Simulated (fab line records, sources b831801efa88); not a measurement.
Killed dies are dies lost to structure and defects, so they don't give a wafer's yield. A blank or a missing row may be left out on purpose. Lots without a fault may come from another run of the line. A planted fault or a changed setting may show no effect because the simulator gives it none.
One fault seen from 2 desks | flow gf180mcu | each desk has only its own numbers; what lay behind them comes last

THE METROLOGY DESK
What the gauges read, lot by lot, whatever tool the lot ran on: means of the sampled wafers that have a number. A lot is out of limits, marked OUT, if its mean lies more than 4 standard deviations from the usual mean; the brackets give that distance.
Columns: A = cd_nm at GF_HV_LDD_CD_MEAS_31, usual 399.8 nm; B = HV_LDD_02_OVL at GF_HV_LDD_OVL_MEAS_32, usual -0.2 nm; C = HV_LDD_3_TW at GF_HV_LDD_TW_MEAS_38, usual 1443
lot  | first seen here | A     | B    | C
L908 | day 12 09:43    | 400.0 | -1.2 | 1438
L909 | day 12 16:18    | 396.6 | 1.2  | 1423
L919 | day 16 02:01    | 401.7 | -0.6 | 1444
L920 | day 16 11:31    | 400.3 | -0.7 | 1440
L921 | day 16 17:50    | 400.6 | 0.3  | 1456
L922 | day 17 04:19    | 399.2 | -1.1 | 1456
This desk's finding: nothing out of limits on any of the 6 lots.

THE TOOL OWNER'S DESK: iline_stepper-01
The tool's own readings at GF_HV_LDD_EXPOSE_43 (exposes mask Pplus HV AREA, target cd 400 nm): means of the sampled wafers that have a number, for each lot that ran on this tool. A lot is out of limits, marked OUT, if its mean lies more than 4 standard deviations from the usual mean; the brackets give that distance.
Columns: A = exposure_dose_mJ_cm2 at GF_HV_LDD_EXPOSE_43, usual 140.03; B = focus_offset_nm at GF_HV_LDD_EXPOSE_43, usual 0.0 nm; C = reticle_temp_C at GF_HV_LDD_EXPOSE_43, usual 23.01 C
lot  | first seen here | A      | B    | C
L908 | day 12 20:19    | 140.08 | -0.4 | 22.93
L909 | day 13 03:02    | 140.13 | -0.3 | 22.92
L921 | day 17 06:41    | 140.13 | 0.2  | 22.99
L922 | day 17 16:49    | 139.86 | 0.3  | 23.04
This desk's finding: nothing out of limits on any of the 4 lots.

PUT TOGETHER
The metrology desk saw nothing out of limits.
The tool owner's desk saw nothing out of limits.

WHAT THE SIMULATOR HAD PUT IN
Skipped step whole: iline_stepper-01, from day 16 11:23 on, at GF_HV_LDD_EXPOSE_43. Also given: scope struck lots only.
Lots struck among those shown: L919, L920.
